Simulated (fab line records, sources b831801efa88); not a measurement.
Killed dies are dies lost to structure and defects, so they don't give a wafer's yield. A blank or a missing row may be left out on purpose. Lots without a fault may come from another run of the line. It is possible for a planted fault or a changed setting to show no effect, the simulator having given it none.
Which tool did it? || flow sky130 || at 1 step of a route of 708, 12 lots with 34 wafers sampled

== WHAT THE GAUGES READ, wafer by wafer ==
SKY_LOCAL_INTERCONNECT_CD_MEAS_11 targets a cd of 170 nm.
{"lot": "L445", "measured": "day 31 10:43", "on": "cdSem-01", "cdNm (nm)": "169.0 169.8 168.9"}
{"lot": "L447", "measured": "day 31 23:10", "on": "cdSem-01", "cdNm (nm)": "169.2 169.2 169.4"}
{"lot": "L448", "measured": "day 32 06:11", "on": "cdSem-02", "cdNm (nm)": "171.2 169.6 170.9"}
{"lot": "L449", "measured": "day 32 15:53", "on": "cdSem-01", "cdNm (nm)": "170.3 169.5 172.1"}
{"lot": "L450", "measured": "day 32 20:22", "on": "cdSem-01", "cdNm (nm)": "168.6 169.8 170.9"}
{"lot": "L452", "measured": "day 33 15:07", "on": "cdSem-02", "cdNm (nm)": "170.2 170.4 169.4"}
{"lot": "L453", "measured": "day 33 16:14", "on": "cdSem-02", "cdNm (nm)": "168.3 166.4 166.2"}
{"lot": "L461", "measured": "day 36 10:01", "on": "cdSem-02", "cdNm (nm)": "165.9 167.5"}
{"lot": "L464", "measured": "day 37 08:16", "on": "cdSem-02", "cdNm (nm)": "171.0 170.7"}
{"lot": "L466", "measured": "day 37 18:56", "on": "cdSem-01", "cdNm (nm)": "167.1 167.6 167.3"}
{"lot": "L467", "measured": "day 38 00:27", "on": "cdSem-02", "cdNm (nm)": "167.6 168.0 168.6"}
{"lot": "L468", "measured": "day 38 10:49", "on": "cdSem-01", "cdNm (nm)": "169.7 171.5 171.7"}

== TOOL THAT RAN EACH LOT (tool first, then ch and the chambers of the sampled wafers, then the start) ==
No process step before these readings appears in the record.

== WHAT THE TOOLS THEMSELVES READ (means of the sampled wafers that have a number; where no wafer has one, the mark that the record gives instead) ==
The record holds no such reading with a usual standard deviation.

== THE ANSWER, worked out from the rows above alone ==
Rule: the lots themselves supply what counts as usual. The widest of any qualifying gaps counts: lots, ordered by their means at a reading, are off when they make up no more than a third of the lots, leave a main group of 4 or more, and stand apart from it by 3 or more times the standard deviation of that group's means. A main group whose means are all the same, to the digits that the tables above print for the reading, isn't used. Also off: a lot with no number at a reading for which 4 or more lots have one. Where the step has rows for the other lots, those lots are counted as sound. Order of review: gauges by route order, followed by the tools' own readings, for which a lot's mean as printed above is used. The first step at which some lot is off is used, and at that step the reading that is off furthest; a lot without a number counts as furthest.
None of the lots is off at any reading shown; this tells nothing.

== WHAT THE SIMULATOR PUT IN ==
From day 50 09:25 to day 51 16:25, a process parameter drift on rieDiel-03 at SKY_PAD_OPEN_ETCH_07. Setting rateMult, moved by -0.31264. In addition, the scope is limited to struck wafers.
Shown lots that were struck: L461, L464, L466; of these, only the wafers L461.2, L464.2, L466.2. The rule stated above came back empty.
